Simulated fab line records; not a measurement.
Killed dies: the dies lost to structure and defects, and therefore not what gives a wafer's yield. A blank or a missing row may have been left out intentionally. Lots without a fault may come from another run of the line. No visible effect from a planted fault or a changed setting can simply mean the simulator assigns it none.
Which of the tools did it? + flow sky130 + 72 wafers from 24 lots sampled at 3 of the route's 708 steps

== WHAT THE GAUGES READ, wafer by wafer ==
SKY_NWELL_TW_MEAS_15. Usual: NWELL_TW typically reads 1807, with standard deviation 19.
| lot  | measured     | on            | NWELL_TW       | flag |
|------|--------------|---------------|----------------|------|
| L074 | day 4 14:14  | film metro-01 | 1826 1822 1824 |      |
| L075 | day 4 14:36  | film metro-02 | 1779 1776 1775 |      |
| L076 | day 5 02:50  | film metro-02 | 1781 1775 1764 |      |
| L077 | day 5 05:05  | film metro-02 | 1780 1770 1773 |      |
| L078 | day 5 15:53  | film metro-03 | 1834 1838 1828 |      |
| L079 | day 6 03:24  | film metro-01 | 1812 1821 1821 |      |
| L080 | day 6 03:50  | film metro-01 | 1824 1815 1819 |      |
| L081 | day 6 11:32  | film metro-03 | 1807 1804 1796 |      |
| L082 | day 6 12:59  | film metro-01 | 1823 1815 1828 |      |
| L083 | day 6 15:10  | film metro-01 | 1826 1829 1822 |      |
| L084 | day 7 02:28  | film metro-02 | 1780 1794 1784 |      |
| L085 | day 7 08:21  | film metro-02 | 1787 1784 1781 |      |
| L086 | day 7 13:29  | film metro-02 | 1788 1786 1781 |      |
| L087 | day 7 20:26  | film metro-03 | 1821 1808 1806 |      |
| L089 | day 8 08:01  | film metro-01 | 1825 1823 1824 |      |
| L088 | day 8 08:17  | film metro-03 | 1811 1809 1807 |      |
| L090 | day 8 14:47  | film metro-03 | 1801 1800 1798 |      |
| L091 | day 8 19:37  | film metro-01 | 1822 1810 1800 |      |
| L092 | day 8 21:36  | film metro-03 | 1804 1801 1806 |      |
| L093 | day 9 07:12  | film metro-01 | 1825 1819 1825 |      |
| L094 | day 9 13:35  | film metro-03 | 1815 1812 1807 |      |
| L095 | day 9 16:04  | film metro-01 | 1827 1834 1831 |      |
| L096 | day 9 20:56  | film metro-01 | 1824 1828 1823 |      |
| L097 | day 10 06:42 | film metro-02 | 1782 1792 1791 |      |

SKY_NWELL_TW_MEAS_26. Usual: NWELL_2_TW typically reads 494, with standard deviation 5.
| lot  | measured     | on            | NWELL_2_TW  | flag |
|------|--------------|---------------|-------------|------|
| L074 | day 5 08:20  | film metro-01 | 498 497 501 |      |
| L075 | day 5 08:29  | film metro-02 | 482 487 483 |      |
| L076 | day 5 21:31  | film metro-01 | 498 498 502 |      |
| L077 | day 5 23:11  | film metro-01 | 499 500 498 |      |
| L078 | day 6 10:35  | film metro-03 | 490 495 495 |      |
| L079 | day 6 22:19  | film metro-02 | 488 488 488 |      |
| L080 | day 6 22:51  | film metro-01 | 494 498 495 |      |
| L081 | day 7 07:32  | film metro-01 | 498 499 497 |      |
| L082 | day 7 08:38  | film metro-01 | 500 500 501 |      |
| L083 | day 7 11:32  | film metro-01 | 500 500 499 |      |
| L084 | day 7 22:53  | film metro-03 | 494 495 495 |      |
| L085 | day 8 04:56  | film metro-01 | 497 493 492 |      |
| L086 | day 8 09:17  | film metro-02 | 481 484 485 |      |
| L087 | day 8 17:26  | film metro-03 | 494 493 494 |      |
| L089 | day 9 05:56  | film metro-02 | 486 486 487 |      |
| L088 | day 9 06:02  | film metro-01 | 495 495 498 |      |
| L090 | day 9 12:01  | film metro-01 | 498 499 497 |      |
| L091 | day 9 17:28  | film metro-03 | 493 494 496 |      |
| L092 | day 9 18:36  | film metro-02 | 486 489 487 |      |
| L093 | day 10 05:30 | film metro-03 | 496 497 496 |      |
| L094 | day 10 12:05 | film metro-03 | 495 494 495 |      |
| L095 | day 10 14:43 | film metro-02 | 490 491 491 |      |
| L096 | day 10 18:53 | film metro-03 | 493 493 493 |      |
| L097 | day 11 05:51 | film metro-03 | 492 493 495 |      |

SKY_VT_ADJUST_LVTN_OVL_MEAS_07. Usual: VT_ADJUST_LVTN_OVL typically reads -0.1 nm, with standard deviation 1.5.
| lot  | measured     | on         | VT_ADJUST_LVTN_OVL (nm) | flag |
|------|--------------|------------|-------------------------|------|
| L074 | day 6 21:35  | overlay-02 | -2.9 -0.7 -3.7          |      |
| L075 | day 6 21:53  | overlay-02 | 1.3 1.1 0.1             |      |
| L076 | day 7 13:11  | overlay-02 | -2.5 -2.0 -3.5          |      |
| L077 | day 7 15:11  | overlay-01 | 0.7 1.0 1.2             |      |
| L078 | day 8 02:29  | overlay-01 | 0.8 1.2 1.8             |      |
| L079 | day 8 15:08  | overlay-01 | 1.4 0.3 2.4             |      |
| L080 | day 8 16:12  | overlay-01 | -0.6 -2.2 -1.0          |      |
| L081 | day 9 00:50  | overlay-02 | -1.7 -0.8 -0.4          |      |
| L082 | day 9 03:39  | overlay-01 | 0.0 0.8 1.5             |      |
| L083 | day 9 05:40  | overlay-02 | 1.8 1.4 0.4             |      |
| L084 | day 9 17:30  | overlay-02 | -2.2 -1.0 -2.1          |      |
| L085 | day 10 00:48 | overlay-01 | 0.0 -1.9 -1.7           |      |
| L086 | day 10 05:20 | overlay-02 | -3.3 -1.7 -4.6          |      |
| L087 | day 10 14:08 | overlay-01 | 2.1 1.1 1.6             |      |
| L089 | day 11 03:37 | overlay-02 | -0.6 -2.7 -1.2          |      |
| L088 | day 11 03:46 | overlay-01 | 0.6 -0.9 1.3            |      |
| L090 | day 11 09:50 | overlay-01 | -0.5 -0.2 0.1           |      |
| L091 | day 11 15:22 | overlay-02 | 0.1 -0.6 0.6            |      |
| L092 | day 11 16:29 | overlay-02 | 2.3 0.5 -0.4            |      |
| L093 | day 12 05:11 | overlay-01 | 0.2 0.6 -0.7            |      |
| L094 | day 12 12:35 | overlay-02 | -0.7 -1.4 1.2           |      |
| L095 | day 12 14:29 | overlay-02 | 1.2 2.3 0.6             |      |
| L096 | day 12 19:17 | overlay-01 | 0.4 1.2 1.6             |      |
| L097 | day 13 07:22 | overlay-01 | -0.5 -0.5 0.3           |      |

== EACH LOT AND THE TOOL THAT RAN IT (in order: tool; ch and the chambers of the sampled wafers; start) ==
Record: no process step prior to these readings.

== AS READ BY THE TOOLS THEMSELVES (means over the sampled wafers that have a number; for cases with no such wafer, the mark the record gives instead) ==
The record holds no such reading with a usual standard deviation.

== THE ANSWER, worked out from the rows above alone ==
Rule: a lot counts as off when the mean over its wafers that have a number is more than 3 standard deviations away from the usual mean. A lot without any number at a reading at which 4 lots or more have one is off too. The other lots that the step has rows for count as sound. The gauges are gone through in route order, then the tools' own readings, and for those a lot's mean is taken as printed above. At the first step where some lot is off, the reading lying furthest off is the one used; lots without a number count as furthest.
No lot is off at any reading shown: from this, nothing can be told.

== WHAT THE SIMULATOR PUT IN ==
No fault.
